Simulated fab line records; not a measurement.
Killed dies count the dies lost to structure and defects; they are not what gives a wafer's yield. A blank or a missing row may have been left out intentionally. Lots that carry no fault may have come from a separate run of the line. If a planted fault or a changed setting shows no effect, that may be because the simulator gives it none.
A struck lot beside a sound one ; flow gf180mcu ; 14 out of 602 route steps
Sound: wafers L814.2, L814.4, L814.6. Wafers struck: L825.1, L825.2, L825.6. The cause comes at the end.
Per side, at each step with rows, come the tool, then ch with its chambers, and then its first start. Under that, the readings that differ: sound wafers ; struck wafers ; difference of the means ; sigmas: that difference in standard deviations of wafers without a fault.
alike: a reading whose means differ by less than 2 such deviations, as well as words and numbers matching on both sides. not compared: withheld readings; readings where some wafer has no value; bounds like >300 that might hide an equal value; numbers whose values overlap and for which the record gives no deviation.
The two part at a step that has a row with sigmas, a row that says differs or no value, or rows on one side only. When numbers do not overlap yet have no deviation, they are printed without sigmas and do not part them. A reading that every wafer of one side lacks parts them only if that side has two wafers or more.

GF_V2_CMP_26: polishes, stops on SiO2, t overpolish 15 s, target thk 0 nm.
  sound on cmp-02 ch 0,2, day 20 00:43; struck on cmp-02 ch 2,3, day 24 22:14
  alike: motor_current_A, overpolish_run_s, time_to_endpoint_s
GF_M3_SPUTTER_00: material Ti, target thk 37.5 nm, time 150 s.
  sound on pvd_sputter-02 at day 20 01:01; struck on pvd_sputter-02 at day 24 22:32
  alike: throttle_valve_pct
GF_M3_SPUTTER_01: material TiN, target thk 30 nm, time 25 s.
  sound on pvd_sputter-02 at day 20 01:07; struck on pvd_sputter-02 at day 24 22:38
  alike: throttle_valve_pct
GF_M3_SPUTTER_02: material AlCu, target thk 450 nm, time 23.9 s.
  sound on pvd_sputter-02 at day 20 01:09; struck on pvd_sputter-02 at day 24 22:40
  alike: throttle_valve_pct
GF_M3_SPUTTER_03: material Ti, target thk 10 nm, time 6.7 s.
  sound on pvd_sputter-02 at day 20 01:11; struck on pvd_sputter-02 at day 24 22:41
  alike: throttle_valve_pct
then, 1 step without rows for these wafers: GF_M3_SPUTTER_04 (material TiN, target thk 50 nm, time 41.7 s).
GF_M3_RS_MEAS_05: a four-point-probe measurement.
  sound on film_metro-04 at day 20 01:16; struck on film_metro-03 at day 24 22:45
  alike: M3_ALCU_RS
GF_M3_THK_MEAS_06: measures by xrf.
  sound on film_metro-04 at day 20 01:22; struck on film_metro-03 at day 24 22:52
  alike: M3_ALCU_THK
then, 4 steps without rows for these wafers: GF_M3_DEHYDRATE_07 (time 60 s); GF_M3_HMDS_08 (prime time 60 s); GF_M3_COAT_09 (resist thk 1000 nm); GF_M3_SOFTBAKE_10 (time 60 s).
GF_M3_EXPOSE_11: exposes mask Metal3, target cd 280 nm.
  sound on krf_scanner-01 ch 0, day 20 13:37; struck on krf_scanner-01, day 25 09:35
  no value came back on the struck wafers for exposure_dose_mJ_cm2, focus_offset_nm (nm), sigma_outer; on the sound wafers exposure_dose_mJ_cm2 reads 28.020 28.015 28.018
  alike: mask
then, 1 step without rows for these wafers: GF_M3_PEB_12 (peb time 90 s).

== WHERE THEY PART ==
GF_M3_EXPOSE_11 only, going by this record.

WHY: whatever the simulator had introduced
At GF_M3_EXPOSE_11, the step was skipped entirely on krf_scanner-01 from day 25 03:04 on. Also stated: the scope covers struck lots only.
